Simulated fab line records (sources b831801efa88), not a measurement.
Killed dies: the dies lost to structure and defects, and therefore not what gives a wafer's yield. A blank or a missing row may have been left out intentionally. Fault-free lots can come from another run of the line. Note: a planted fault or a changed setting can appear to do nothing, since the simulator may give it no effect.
Check of tool commonality | flow sky130 | Lots sampled 10, wafers sampled 30

WHAT PROMPTED THE OPENING
2 of 10 lots carry a flag on the reading VIA2_W_RS at SKY_VIA2_RS_MEAS_22. Wafers without a fault read 0.2728 ohm/sq, standard deviation 0.0029.
Rule: a lot is flagged when every wafer of it that has a number lies more than 4 standard deviations from that mean, or none has a number. The rest of the lots are taken to be sound.

lot  | measured     | on            | VIA2_W_RS (ohm/sq), wafer by wafer | flag
L337 | day 36 09:26 | film-metro-04 | 0.2690 0.2690 0.2705               |
L338 | day 36 14:44 | film-metro-02 | 0.2743 0.2715 0.2723               |
L339 | day 36 21:59 | film-metro-04 | 0.2721 0.2762 0.2736               |
L342 | day 37 19:29 | film-metro-01 | 0.2757 0.2700 0.2766               |
L343 | day 39 03:50 | film-metro-01 | 60.820 61.070 61.212               | FLAGGED
L344 | day 39 06:46 | film-metro-04 | 61.402 60.967 61.139               | FLAGGED
L348 | day 39 18:07 | film-metro-04 | 0.2716 0.2740 0.2706               |
L356 | day 41 21:14 | film-metro-02 | 0.2740 0.2752 0.2717               |
L357 | day 42 11:46 | film-metro-01 | 0.2723 0.2691 0.2647               |
L360 | day 42 23:42 | film-metro-04 | 0.2667 0.2739 0.2701               |
Flagged lots average 61.1017 ohm/sq: +60.8289 ohm/sq relative to the usual, that is +99 or more standard deviations.

TOOL THAT RAN EACH LOT
The record holds 3 process steps before the reading, out of a route of 708 steps. In each cell: the tool, then ch and the chambers that the sampled wafers went through, then the start.
lot  | flag    | SKY_METAL2_SPUTTER_02        | SKY_VIA2_ETCH_14                   | SKY_VIA2_CVD_21
L337 |         | pvd-sputter-04, day 34 03:02 | rie-diel-02 ch 1,2,3, day 36 08:33 | cvd-w-02 ch 1, day 36 09:19
L338 |         | pvd-sputter-03, day 34 07:10 | rie-diel-02 ch 0,3, day 36 13:49   | cvd-w-02 ch 1, day 36 14:35
L339 |         | pvd-sputter-04, day 34 14:10 | rie-diel-04 ch 1,3, day 36 21:03   | cvd-w-01 ch 0,1, day 36 21:50
L342 |         | pvd-sputter-04, day 35 12:56 | rie-diel-04 ch 0,2,3, day 37 18:33 | cvd-w-01 ch 0,1, day 37 19:22
L343 | FLAGGED | pvd-sputter-04, day 36 23:45 | rie-diel-04 ch 0,1,3, day 39 02:57 | cvd-w-02 ch 0,1, day 39 03:43
L344 | FLAGGED | pvd-sputter-04, day 37 00:55 | rie-diel-01 ch 0,1,3, day 39 05:51 | cvd-w-02 ch 0,1, day 39 06:37
L348 |         | pvd-sputter-03, day 37 16:28 | rie-diel-01 ch 0,1,3, day 39 17:10 | cvd-w-02 ch 0,1, day 39 17:59
L356 |         | pvd-sputter-04, day 39 18:26 | rie-diel-01 ch 0,1,2, day 41 20:15 | cvd-w-02 ch 0,1, day 41 21:05
L357 |         | pvd-sputter-03, day 40 09:41 | rie-diel-02 ch 0,2,3, day 42 10:52 | cvd-w-02 ch 0,1, day 42 11:37
L360 |         | pvd-sputter-04, day 40 21:38 | rie-diel-01 ch 0,1,3, day 42 22:45 | cvd-w-02 ch 0,1, day 42 23:34
What is done by these steps:
- SKY_METAL2_SPUTTER_02: material AlCu, target thk 250 nm, time 12.73 s.
- SKY_VIA2_ETCH_14: etches BARC in N2/H2, stops on SiO2, time 45.9 s, target depth 60 nm.
- SKY_VIA2_CVD_21: deposits W, target thk 420 nm, time 126.4 s.
- SKY_VIA2_RS_MEAS_22: measures by four-point-probe.

FLAGGED OVER TOTAL, TOOL BY TOOL (the gauges that took the reading come last)
step                  | tool           | lots run | flagged | share of the flagged lots | sound lots run after its first flagged lot
SKY_METAL2_SPUTTER_02 | pvd-sputter-03 | 3        | 0       | none                      | -
SKY_METAL2_SPUTTER_02 | pvd-sputter-04 | 7        | 2       | all                       | 2 (L356,L360)
SKY_VIA2_ETCH_14      | rie-diel-01    | 4        | 1       | some                      | 3 (L348,L356,L360)
SKY_VIA2_ETCH_14      | rie-diel-02    | 3        | 0       | none                      | -
SKY_VIA2_ETCH_14      | rie-diel-04    | 3        | 1       | some                      | 0
SKY_VIA2_CVD_21       | cvd-w-01       | 2        | 0       | none                      | -
SKY_VIA2_CVD_21       | cvd-w-02       | 8        | 2       | all                       | 4 (L348,L356,L357,L360)
SKY_VIA2_RS_MEAS_22   | film-metro-01  | 3        | 1       | some                      | 1 (L357)
SKY_VIA2_RS_MEAS_22   | film-metro-02  | 2        | 0       | none                      | -
SKY_VIA2_RS_MEAS_22   | film-metro-04  | 5        | 1       | some                      | 2 (L348,L360)

WHAT THE TABLE PERMITS
In 2 table rows, all flagged lots were run: pvd-sputter-04 (SKY_METAL2_SPUTTER_02), cvd-w-02 (SKY_VIA2_CVD_21).
- pvd-sputter-04 at SKY_METAL2_SPUTTER_02: 2 of its 7 lots flagged. Sound lots followed the first flagged one (L356, L360) on it, something a lasting fault affecting the whole tool could not allow.
- cvd-w-02 at SKY_VIA2_CVD_21: 2 of its 8 lots flagged. Sound lots followed the first flagged one (L348, L356, L357, L360) on it, something a lasting fault affecting the whole tool could not allow. On the flagged lots its readings are blank where sound lots have values: chamber-pressure-Torr, heater-power-outer-w, heater-power-w.
No row of the table ran every flagged lot and no sound lot after the first.

WHAT HAD BEEN PUT IN BY THE SIMULATOR
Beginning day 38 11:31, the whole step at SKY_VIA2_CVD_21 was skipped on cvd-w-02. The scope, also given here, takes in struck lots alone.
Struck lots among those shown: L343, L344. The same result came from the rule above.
